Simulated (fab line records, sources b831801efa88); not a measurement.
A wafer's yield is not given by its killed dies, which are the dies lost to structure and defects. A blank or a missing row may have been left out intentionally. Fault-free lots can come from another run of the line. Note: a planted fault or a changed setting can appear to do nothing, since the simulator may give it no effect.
Which tool did it? || flow gf180mcu || 45 wafers from 15 lots sampled at 6 of the route's 602 steps

WHAT THE GAUGES READ, wafer by wafer
GF_STI_THK_MEAS_30. Usual: STI_OXIDATION_02_THK 10.08 nm, standard deviation 0.22.
{"lot": "L464", "measured": "day 2 11:54", "on": "film metro-04", "STI_OXIDATION_02_THK (nm)": "10.36 10.39 10.55", "flag": ""}
{"lot": "L465", "measured": "day 2 14:46", "on": "film metro-03", "STI_OXIDATION_02_THK (nm)": "10.13 10.29 10.04", "flag": ""}
{"lot": "L467", "measured": "day 3 00:29", "on": "film metro-03", "STI_OXIDATION_02_THK (nm)": "10.22 10.15 10.18", "flag": ""}
{"lot": "L468", "measured": "day 3 08:35", "on": "film metro-02", "STI_OXIDATION_02_THK (nm)": "10.09 10.11 10.15", "flag": ""}
{"lot": "L469", "measured": "day 3 11:25", "on": "film metro-02", "STI_OXIDATION_02_THK (nm)": "10.50 10.44 10.55", "flag": ""}
{"lot": "L470", "measured": "day 3 15:29", "on": "film metro-03", "STI_OXIDATION_02_THK (nm)": "10.11 10.19 10.27", "flag": ""}
{"lot": "L471", "measured": "day 3 18:14", "on": "film metro-02", "STI_OXIDATION_02_THK (nm)": "9.86 10.14 10.09", "flag": ""}
{"lot": "L472", "measured": "day 3 23:04", "on": "film metro-02", "STI_OXIDATION_02_THK (nm)": "10.27 10.41 10.44", "flag": ""}
{"lot": "L479", "measured": "day 5 12:35", "on": "film metro-02", "STI_OXIDATION_02_THK (nm)": "9.62 9.61 9.60", "flag": ""}
{"lot": "L481", "measured": "day 5 22:22", "on": "film metro-02", "STI_OXIDATION_02_THK (nm)": "9.96 9.92 9.92", "flag": ""}
{"lot": "L482", "measured": "day 6 02:28", "on": "film metro-04", "STI_OXIDATION_02_THK (nm)": "10.28 9.97 10.18", "flag": ""}
{"lot": "L483", "measured": "day 6 07:55", "on": "film metro-03", "STI_OXIDATION_02_THK (nm)": "10.05 10.09 10.12", "flag": ""}
{"lot": "L484", "measured": "day 6 12:41", "on": "film metro-03", "STI_OXIDATION_02_THK (nm)": "10.00 10.07 10.13", "flag": ""}
{"lot": "L485", "measured": "day 6 17:55", "on": "film metro-04", "STI_OXIDATION_02_THK (nm)": "9.56 9.48 9.70", "flag": ""}
{"lot": "L487", "measured": "day 7 03:54", "on": "film metro-04", "STI_OXIDATION_02_THK (nm)": "9.98 9.99 9.86", "flag": ""}

GF_NWELL_TW_MEAS_11. Usual: NWELL_TW 1573, standard deviation 13.
{"lot": "L464", "measured": "day 3 12:45", "on": "film metro-01", "NWELL_TW": "1576 1577 1577", "flag": ""}
{"lot": "L465", "measured": "day 3 15:56", "on": "film metro-03", "NWELL_TW": "1563 1567 1570", "flag": ""}
{"lot": "L467", "measured": "day 4 02:38", "on": "film metro-02", "NWELL_TW": "1572 1574 1570", "flag": ""}
{"lot": "L468", "measured": "day 4 10:22", "on": "film metro-03", "NWELL_TW": "1560 1568 1573", "flag": ""}
{"lot": "L469", "measured": "day 4 12:49", "on": "film metro-01", "NWELL_TW": "30 30 30", "flag": "OFF"}
{"lot": "L470", "measured": "day 4 18:37", "on": "film metro-01", "NWELL_TW": "30 30 30", "flag": "OFF"}
{"lot": "L471", "measured": "day 4 21:18", "on": "film metro-02", "NWELL_TW": "30 30 30", "flag": "OFF"}
{"lot": "L472", "measured": "day 5 02:53", "on": "film metro-03", "NWELL_TW": "1565 1562 1556", "flag": ""}
{"lot": "L479", "measured": "day 6 18:06", "on": "film metro-01", "NWELL_TW": "1592 1588 1588", "flag": ""}
{"lot": "L481", "measured": "day 7 04:34", "on": "film metro-03", "NWELL_TW": "1572 1562 1568", "flag": ""}
{"lot": "L482", "measured": "day 7 08:56", "on": "film metro-03", "NWELL_TW": "1552 1569 1569", "flag": ""}
{"lot": "L483", "measured": "day 7 15:37", "on": "film metro-02", "NWELL_TW": "1582 1572 1576", "flag": ""}
{"lot": "L484", "measured": "day 7 20:59", "on": "film metro-03", "NWELL_TW": "1575 1574 1565", "flag": ""}
{"lot": "L485", "measured": "day 8 01:28", "on": "film metro-03", "NWELL_TW": "1562 1565 1572", "flag": ""}
{"lot": "L487", "measured": "day 8 12:43", "on": "film metro-03", "NWELL_TW": "1562 1567 1556", "flag": ""}

GF_CONTACT_OVL_MEAS_15. Usual: CONTACT_OVL 2 nm, standard deviation 5.3.
{"lot": "L464", "measured": "day 16 06:38", "on": "overlay-01", "CONTACT_OVL (nm)": "-10 -8 -11", "flag": ""}
{"lot": "L465", "measured": "day 16 09:05", "on": "overlay-01", "CONTACT_OVL (nm)": "9 13 11", "flag": ""}
{"lot": "L467", "measured": "day 17 06:38", "on": "overlay-01", "CONTACT_OVL (nm)": "-1 4 1", "flag": ""}
{"lot": "L468", "measured": "day 17 20:32", "on": "overlay-01", "CONTACT_OVL (nm)": "5 5 8", "flag": ""}
{"lot": "L469", "measured": "day 17 23:07", "on": "overlay-01", "CONTACT_OVL (nm)": "9 5 4", "flag": ""}
{"lot": "L470", "measured": "day 18 10:08", "on": "overlay-02", "CONTACT_OVL (nm)": "-4 -3 0", "flag": ""}
{"lot": "L471", "measured": "day 18 13:10", "on": "overlay-02", "CONTACT_OVL (nm)": "3 4 3", "flag": ""}
{"lot": "L472", "measured": "day 18 23:14", "on": "overlay-01", "CONTACT_OVL (nm)": "-6 4 0", "flag": ""}
{"lot": "L479", "measured": "day 21 18:26", "on": "overlay-02", "CONTACT_OVL (nm)": "3 3 8", "flag": ""}
{"lot": "L481", "measured": "day 22 08:49", "on": "overlay-02", "CONTACT_OVL (nm)": "-5 0 4", "flag": ""}
{"lot": "L482", "measured": "day 22 18:16", "on": "overlay-02", "CONTACT_OVL (nm)": "1 -4 8", "flag": ""}
{"lot": "L483", "measured": "day 22 20:43", "on": "overlay-01", "CONTACT_OVL (nm)": "1 4 -2", "flag": ""}
{"lot": "L484", "measured": "day 23 11:28", "on": "overlay-02", "CONTACT_OVL (nm)": "0 1 6", "flag": ""}
{"lot": "L485", "measured": "day 23 14:17", "on": "overlay-01", "CONTACT_OVL (nm)": "2 -4 -1", "flag": ""}
{"lot": "L487", "measured": "day 24 10:22", "on": "overlay-01", "CONTACT_OVL (nm)": "7 7 11", "flag": ""}

WHICH TOOL RAN EACH LOT (tool, then ch and the chambers of the sampled wafers, then the start)
{"lot": "L464", "GF_DNWELL_STRIP_08": "plasma asher-02 ch 0,1, day 3 00:19", "GF_NWELL_STRIP_10": "plasma asher-03 ch 0,1, day 3 12:38", "GF_VT_IMPLANT_STRIP_09": "plasma asher-04 ch 1, day 5 20:50"}
{"lot": "L465", "GF_DNWELL_STRIP_08": "plasma asher-02 ch 0,1, day 3 03:11", "GF_NWELL_STRIP_10": "plasma asher-03 ch 0,1, day 3 15:51", "GF_VT_IMPLANT_STRIP_09": "plasma asher-03 ch 0,1, day 5 23:28"}
{"lot": "L467", "GF_DNWELL_STRIP_08": "plasma asher-02 ch 0,1, day 3 12:49", "GF_NWELL_STRIP_10": "plasma asher-03 ch 0, day 4 02:32", "GF_VT_IMPLANT_STRIP_09": "plasma asher-04 ch 0,1, day 6 12:14"}
{"lot": "L468", "GF_DNWELL_STRIP_08": "plasma asher-04 ch 0,1, day 3 21:17", "GF_NWELL_STRIP_10": "plasma asher-04 ch 0,1, day 4 10:16", "GF_VT_IMPLANT_STRIP_09": "plasma asher-01 ch 1, day 6 20:05"}
{"lot": "L469", "GF_DNWELL_STRIP_08": "plasma asher-01 ch 1, day 4 00:25", "GF_NWELL_STRIP_10": "plasma asher-01 ch 0,1, day 4 12:43", "GF_VT_IMPLANT_STRIP_09": "plasma asher-03 ch 0,1, day 6 22:29"}
{"lot": "L470", "GF_DNWELL_STRIP_08": "plasma asher-04 ch 0,1, day 4 04:20", "GF_NWELL_STRIP_10": "plasma asher-01 ch 0,1, day 4 18:31", "GF_VT_IMPLANT_STRIP_09": "plasma asher-04 ch 0,1, day 7 05:52"}
{"lot": "L471", "GF_DNWELL_STRIP_08": "plasma asher-02 ch 0,1, day 4 07:28", "GF_NWELL_STRIP_10": "plasma asher-01 ch 0,1, day 4 21:11", "GF_VT_IMPLANT_STRIP_09": "plasma asher-04 ch 0,1, day 7 07:59"}
{"lot": "L472", "GF_DNWELL_STRIP_08": "plasma asher-01 ch 0,1, day 4 12:59", "GF_NWELL_STRIP_10": "plasma asher-01 ch 0,1, day 5 02:47", "GF_VT_IMPLANT_STRIP_09": "plasma asher-03 ch 0,1, day 7 13:50"}
{"lot": "L479", "GF_DNWELL_STRIP_08": "plasma asher-04 ch 0,1, day 6 02:51", "GF_NWELL_STRIP_10": "plasma asher-03 ch 0,1, day 6 17:59", "GF_VT_IMPLANT_STRIP_09": "plasma asher-03 ch 0,1, day 9 11:58"}
{"lot": "L481", "GF_DNWELL_STRIP_08": "plasma asher-04 ch 1, day 6 13:09", "GF_NWELL_STRIP_10": "plasma asher-01 ch 0,1, day 7 04:28", "GF_VT_IMPLANT_STRIP_09": "plasma asher-01 ch 0,1, day 9 23:13"}
{"lot": "L482", "GF_DNWELL_STRIP_08": "plasma asher-01 ch 0,1, day 6 17:27", "GF_NWELL_STRIP_10": "plasma asher-04 ch 0,1, day 7 08:50", "GF_VT_IMPLANT_STRIP_09": "plasma asher-03 ch 0,1, day 10 06:07"}
{"lot": "L483", "GF_DNWELL_STRIP_08": "plasma asher-04 ch 0,1, day 6 22:57", "GF_NWELL_STRIP_10": "plasma asher-03 ch 0,1, day 7 15:31", "GF_VT_IMPLANT_STRIP_09": "plasma asher-03 ch 0,1, day 10 12:23"}
{"lot": "L484", "GF_DNWELL_STRIP_08": "plasma asher-02 ch 0,1, day 7 04:30", "GF_NWELL_STRIP_10": "plasma asher-04 ch 0,1, day 7 20:54", "GF_VT_IMPLANT_STRIP_09": "plasma asher-03 ch 0,1, day 10 18:43"}
{"lot": "L485", "GF_DNWELL_STRIP_08": "plasma asher-02 ch 0,1, day 7 09:02", "GF_NWELL_STRIP_10": "plasma asher-01 ch 0,1, day 8 01:22", "GF_VT_IMPLANT_STRIP_09": "plasma asher-01 ch 0,1, day 11 00:31"}
{"lot": "L487", "GF_DNWELL_STRIP_08": "plasma asher-04 ch 0,1, day 7 19:40", "GF_NWELL_STRIP_10": "plasma asher-01 ch 0,1, day 8 12:37", "GF_VT_IMPLANT_STRIP_09": "plasma asher-03 ch 0,1, day 11 12:38"}
- GF_DNWELL_STRIP_08: strips in O2/N2.
- GF_NWELL_STRIP_10: strips in O2/N2.
- GF_VT_IMPLANT_STRIP_09: strips in O2/N2.

WHAT THE TOOLS THEMSELVES READ (means of the sampled wafers that have a number; where no wafer has one, the mark that the record gives instead)
GF_DNWELL_STRIP_08. Usual: chamber pressure mTorr 1500.0 mTorr, standard deviation 1.3; drypump motor current A 5.81 A, standard deviation 0.18; heater power w 320 W, standard deviation 31; oes product au 0.722 a.u., standard deviation 0.0044; strip time to endpoint s 36.94 s, standard deviation 0.11.
{"lot": "L464", "tool": "plasma asher-02", "chamber pressure mTorr (mTorr)": 1499.8, "drypump motor current A (A)": 5.72, "heater power w (W)": 298, "oes product au (a.u.)": 0.723, "strip time to endpoint s (s)": 37.09, "flag": ""}
{"lot": "L465", "tool": "plasma asher-02", "chamber pressure mTorr (mTorr)": 1499.7, "drypump motor current A (A)": 5.72, "heater power w (W)": 293, "oes product au (a.u.)": 0.723, "strip time to endpoint s (s)": 37.03, "flag": ""}
{"lot": "L467", "tool": "plasma asher-02", "chamber pressure mTorr (mTorr)": 1499.8, "drypump motor current A (A)": 5.68, "heater power w (W)": 309, "oes product au (a.u.)": 0.720, "strip time to endpoint s (s)": 36.92, "flag": ""}
{"lot": "L468", "tool": "plasma asher-04", "chamber pressure mTorr (mTorr)": 1499.0, "drypump motor current A (A)": 6.08, "heater power w (W)": 324, "oes product au (a.u.)": 0.726, "strip time to endpoint s (s)": 37.02, "flag": ""}
{"lot": "L469", "tool": "plasma asher-01", "chamber pressure mTorr (mTorr)": "-", "drypump motor current A (A)": "-", "heater power w (W)": "-", "oes product au (a.u.)": "-", "strip time to endpoint s (s)": "-", "flag": "OFF"}
{"lot": "L470", "tool": "plasma asher-04", "chamber pressure mTorr (mTorr)": "-", "drypump motor current A (A)": "-", "heater power w (W)": "-", "oes product au (a.u.)": "-", "strip time to endpoint s (s)": "-", "flag": "OFF"}
{"lot": "L471", "tool": "plasma asher-02", "chamber pressure mTorr (mTorr)": "-", "drypump motor current A (A)": "-", "heater power w (W)": "-", "oes product au (a.u.)": "-", "strip time to endpoint s (s)": "-", "flag": "OFF"}
{"lot": "L472", "tool": "plasma asher-01", "chamber pressure mTorr (mTorr)": 1499.9, "drypump motor current A (A)": 5.73, "heater power w (W)": 325, "oes product au (a.u.)": 0.721, "strip time to endpoint s (s)": 36.83, "flag": ""}
{"lot": "L479", "tool": "plasma asher-04", "chamber pressure mTorr (mTorr)": 1499.6, "drypump motor current A (A)": 6.04, "heater power w (W)": 331, "oes product au (a.u.)": 0.719, "strip time to endpoint s (s)": 36.99, "flag": ""}
{"lot": "L481", "tool": "plasma asher-04", "chamber pressure mTorr (mTorr)": 1498.8, "drypump motor current A (A)": 6.02, "heater power w (W)": 340, "oes product au (a.u.)": 0.723, "strip time to endpoint s (s)": 37.06, "flag": ""}
{"lot": "L482", "tool": "plasma asher-01", "chamber pressure mTorr (mTorr)": 1499.7, "drypump motor current A (A)": 5.68, "heater power w (W)": 323, "oes product au (a.u.)": 0.725, "strip time to endpoint s (s)": 36.81, "flag": ""}
{"lot": "L483", "tool": "plasma asher-04", "chamber pressure mTorr (mTorr)": 1499.3, "drypump motor current A (A)": 6.07, "heater power w (W)": 331, "oes product au (a.u.)": 0.723, "strip time to endpoint s (s)": 36.85, "flag": ""}
{"lot": "L484", "tool": "plasma asher-02", "chamber pressure mTorr (mTorr)": 1499.4, "drypump motor current A (A)": 5.69, "heater power w (W)": 303, "oes product au (a.u.)": 0.722, "strip time to endpoint s (s)": 36.89, "flag": ""}
{"lot": "L485", "tool": "plasma asher-02", "chamber pressure mTorr (mTorr)": 1499.5, "drypump motor current A (A)": 5.68, "heater power w (W)": 306, "oes product au (a.u.)": 0.722, "strip time to endpoint s (s)": 36.80, "flag": ""}
{"lot": "L487", "tool": "plasma asher-04", "chamber pressure mTorr (mTorr)": 1499.7, "drypump motor current A (A)": 6.07, "heater power w (W)": 327, "oes product au (a.u.)": 0.723, "strip time to endpoint s (s)": 37.06, "flag": ""}

GF_NWELL_STRIP_10. Usual: chamber pressure mTorr 1500.0 mTorr, standard deviation 1.4; drypump motor current A 5.75 A, standard deviation 0.23; heater power w 330 W, standard deviation 34; oes product au 0.723 a.u., standard deviation 0.0046; strip time to endpoint s 36.91 s, standard deviation 0.085.
{"lot": "L464", "tool": "plasma asher-03", "chamber pressure mTorr (mTorr)": 1500.5, "drypump motor current A (A)": 5.54, "heater power w (W)": 325, "oes product au (a.u.)": 0.721, "strip time to endpoint s (s)": 37.02, "flag": ""}
{"lot": "L465", "tool": "plasma asher-03", "chamber pressure mTorr (mTorr)": 1498.8, "drypump motor current A (A)": 5.53, "heater power w (W)": 330, "oes product au (a.u.)": 0.721, "strip time to endpoint s (s)": 36.96, "flag": ""}
{"lot": "L467", "tool": "plasma asher-03", "chamber pressure mTorr (mTorr)": 1500.2, "drypump motor current A (A)": 5.74, "heater power w (W)": 288, "oes product au (a.u.)": 0.726, "strip time to endpoint s (s)": 36.92, "flag": ""}
{"lot": "L468", "tool": "plasma asher-04", "chamber pressure mTorr (mTorr)": 1501.2, "drypump motor current A (A)": 6.06, "heater power w (W)": 332, "oes product au (a.u.)": 0.724, "strip time to endpoint s (s)": 36.76, "flag": ""}
{"lot": "L469", "tool": "plasma asher-01", "chamber pressure mTorr (mTorr)": 1500.9, "drypump motor current A (A)": 5.63, "heater power w (W)": 347, "oes product au (a.u.)": 0.741, "strip time to endpoint s (s)": 81.27, "flag": "OFF"}
{"lot": "L470", "tool": "plasma asher-01", "chamber pressure mTorr (mTorr)": 1500.0, "drypump motor current A (A)": 5.63, "heater power w (W)": 348, "oes product au (a.u.)": 0.743, "strip time to endpoint s (s)": 81.23, "flag": "OFF"}
{"lot": "L471", "tool": "plasma asher-01", "chamber pressure mTorr (mTorr)": 1502.0, "drypump motor current A (A)": 5.66, "heater power w (W)": 351, "oes product au (a.u.)": 0.742, "strip time to endpoint s (s)": 81.06, "flag": "OFF"}
{"lot": "L472", "tool": "plasma asher-01", "chamber pressure mTorr (mTorr)": 1500.0, "drypump motor current A (A)": 5.71, "heater power w (W)": 323, "oes product au (a.u.)": 0.723, "strip time to endpoint s (s)": 36.90, "flag": ""}
{"lot": "L479", "tool": "plasma asher-03", "chamber pressure mTorr (mTorr)": 1499.2, "drypump motor current A (A)": 5.53, "heater power w (W)": 333, "oes product au (a.u.)": 0.722, "strip time to endpoint s (s)": 36.88, "flag": ""}
{"lot": "L481", "tool": "plasma asher-01", "chamber pressure mTorr (mTorr)": 1500.1, "drypump motor current A (A)": 5.62, "heater power w (W)": 365, "oes product au (a.u.)": 0.721, "strip time to endpoint s (s)": 36.93, "flag": ""}
{"lot": "L482", "tool": "plasma asher-04", "chamber pressure mTorr (mTorr)": 1501.0, "drypump motor current A (A)": 6.05, "heater power w (W)": 335, "oes product au (a.u.)": 0.725, "strip time to endpoint s (s)": 36.89, "flag": ""}
{"lot": "L483", "tool": "plasma asher-03", "chamber pressure mTorr (mTorr)": 1500.3, "drypump motor current A (A)": 5.53, "heater power w (W)": 328, "oes product au (a.u.)": 0.725, "strip time to endpoint s (s)": 36.89, "flag": ""}
{"lot": "L484", "tool": "plasma asher-04", "chamber pressure mTorr (mTorr)": 1498.4, "drypump motor current A (A)": 6.07, "heater power w (W)": 326, "oes product au (a.u.)": 0.725, "strip time to endpoint s (s)": 36.90, "flag": ""}
{"lot": "L485", "tool": "plasma asher-01", "chamber pressure mTorr (mTorr)": 1498.7, "drypump motor current A (A)": 5.65, "heater power w (W)": 359, "oes product au (a.u.)": 0.723, "strip time to endpoint s (s)": 36.83, "flag": ""}
{"lot": "L487", "tool": "plasma asher-01", "chamber pressure mTorr (mTorr)": 1499.9, "drypump motor current A (A)": 5.63, "heater power w (W)": 357, "oes product au (a.u.)": 0.726, "strip time to endpoint s (s)": 36.85, "flag": ""}

GF_VT_IMPLANT_STRIP_09. Usual: chamber pressure mTorr 1500.1 mTorr, standard deviation 1.4; drypump motor current A 5.73 A, standard deviation 0.23; heater power w 329 W, standard deviation 37; oes product au 0.716 a.u., standard deviation 0.0045; strip time to endpoint s 12.61 s, standard deviation 0.038.
{"lot": "L464", "tool": "plasma asher-04", "chamber pressure mTorr (mTorr)": 1499.8, "drypump motor current A (A)": 6.02, "heater power w (W)": 347, "oes product au (a.u.)": 0.718, "strip time to endpoint s (s)": 12.62, "flag": ""}
{"lot": "L465", "tool": "plasma asher-03", "chamber pressure mTorr (mTorr)": 1497.8, "drypump motor current A (A)": 5.64, "heater power w (W)": 314, "oes product au (a.u.)": 0.713, "strip time to endpoint s (s)": 12.64, "flag": ""}
{"lot": "L467", "tool": "plasma asher-04", "chamber pressure mTorr (mTorr)": 1501.7, "drypump motor current A (A)": 6.08, "heater power w (W)": 327, "oes product au (a.u.)": 0.719, "strip time to endpoint s (s)": 12.61, "flag": ""}
{"lot": "L468", "tool": "plasma asher-01", "chamber pressure mTorr (mTorr)": 1500.9, "drypump motor current A (A)": 5.58, "heater power w (W)": 392, "oes product au (a.u.)": 0.713, "strip time to endpoint s (s)": 12.62, "flag": ""}
{"lot": "L469", "tool": "plasma asher-03", "chamber pressure mTorr (mTorr)": 1500.7, "drypump motor current A (A)": 5.53, "heater power w (W)": 327, "oes product au (a.u.)": 0.718, "strip time to endpoint s (s)": 12.66, "flag": ""}
{"lot": "L470", "tool": "plasma asher-04", "chamber pressure mTorr (mTorr)": 1500.2, "drypump motor current A (A)": 6.07, "heater power w (W)": 329, "oes product au (a.u.)": 0.721, "strip time to endpoint s (s)": 12.69, "flag": ""}
{"lot": "L471", "tool": "plasma asher-04", "chamber pressure mTorr (mTorr)": 1499.5, "drypump motor current A (A)": 6.06, "heater power w (W)": 329, "oes product au (a.u.)": 0.718, "strip time to endpoint s (s)": 12.60, "flag": ""}
{"lot": "L472", "tool": "plasma asher-03", "chamber pressure mTorr (mTorr)": 1501.2, "drypump motor current A (A)": 5.64, "heater power w (W)": 309, "oes product au (a.u.)": 0.714, "strip time to endpoint s (s)": 12.59, "flag": ""}
{"lot": "L479", "tool": "plasma asher-03", "chamber pressure mTorr (mTorr)": 1500.3, "drypump motor current A (A)": 5.64, "heater power w (W)": 310, "oes product au (a.u.)": 0.711, "strip time to endpoint s (s)": 12.65, "flag": ""}
{"lot": "L481", "tool": "plasma asher-01", "chamber pressure mTorr (mTorr)": 1500.1, "drypump motor current A (A)": 5.63, "heater power w (W)": 354, "oes product au (a.u.)": 0.719, "strip time to endpoint s (s)": 12.59, "flag": ""}
{"lot": "L482", "tool": "plasma asher-03", "chamber pressure mTorr (mTorr)": 1499.7, "drypump motor current A (A)": 5.63, "heater power w (W)": 308, "oes product au (a.u.)": 0.721, "strip time to endpoint s (s)": 12.61, "flag": ""}
{"lot": "L483", "tool": "plasma asher-03", "chamber pressure mTorr (mTorr)": 1500.8, "drypump motor current A (A)": 5.63, "heater power w (W)": 308, "oes product au (a.u.)": 0.716, "strip time to endpoint s (s)": 12.55, "flag": ""}
{"lot": "L484", "tool": "plasma asher-03", "chamber pressure mTorr (mTorr)": 1500.5, "drypump motor current A (A)": 5.65, "heater power w (W)": 315, "oes product au (a.u.)": 0.712, "strip time to endpoint s (s)": 12.62, "flag": ""}
{"lot": "L485", "tool": "plasma asher-01", "chamber pressure mTorr (mTorr)": 1500.8, "drypump motor current A (A)": 5.65, "heater power w (W)": 354, "oes product au (a.u.)": 0.715, "strip time to endpoint s (s)": 12.53, "flag": ""}
{"lot": "L487", "tool": "plasma asher-03", "chamber pressure mTorr (mTorr)": 1500.5, "drypump motor current A (A)": 5.64, "heater power w (W)": 311, "oes product au (a.u.)": 0.719, "strip time to endpoint s (s)": 12.63, "flag": ""}

THE ANSWER, worked out from the rows above alone
Rule: lot off if the mean of its wafers having a number is beyond 3 standard deviations from the usual mean. A lot without any number at a reading at which 4 lots or more have one is off too. The other lots that the step has rows for count as sound. The gauges are gone through in route order, then the tools' own readings, and for those a lot's mean is taken as printed above. The first step at which some lot is off is used, and at that step the reading that is off furthest; a lot without a number counts as furthest.
Off: L469, L470, L471, at GF_NWELL_TW_MEAS_11 (NWELL_TW).
If a tool, at a process step before that reading, ran all the lots that are off and no sound lot after the first of them, it fits. The gauges at GF_NWELL_TW_MEAS_11 aren't tried: what is off there is off at GF_DNWELL_STRIP_08 too, on other tools, and a gauge's error can't cause that. None of those tried fits.

WHAT THE SIMULATOR HAD INSERTED
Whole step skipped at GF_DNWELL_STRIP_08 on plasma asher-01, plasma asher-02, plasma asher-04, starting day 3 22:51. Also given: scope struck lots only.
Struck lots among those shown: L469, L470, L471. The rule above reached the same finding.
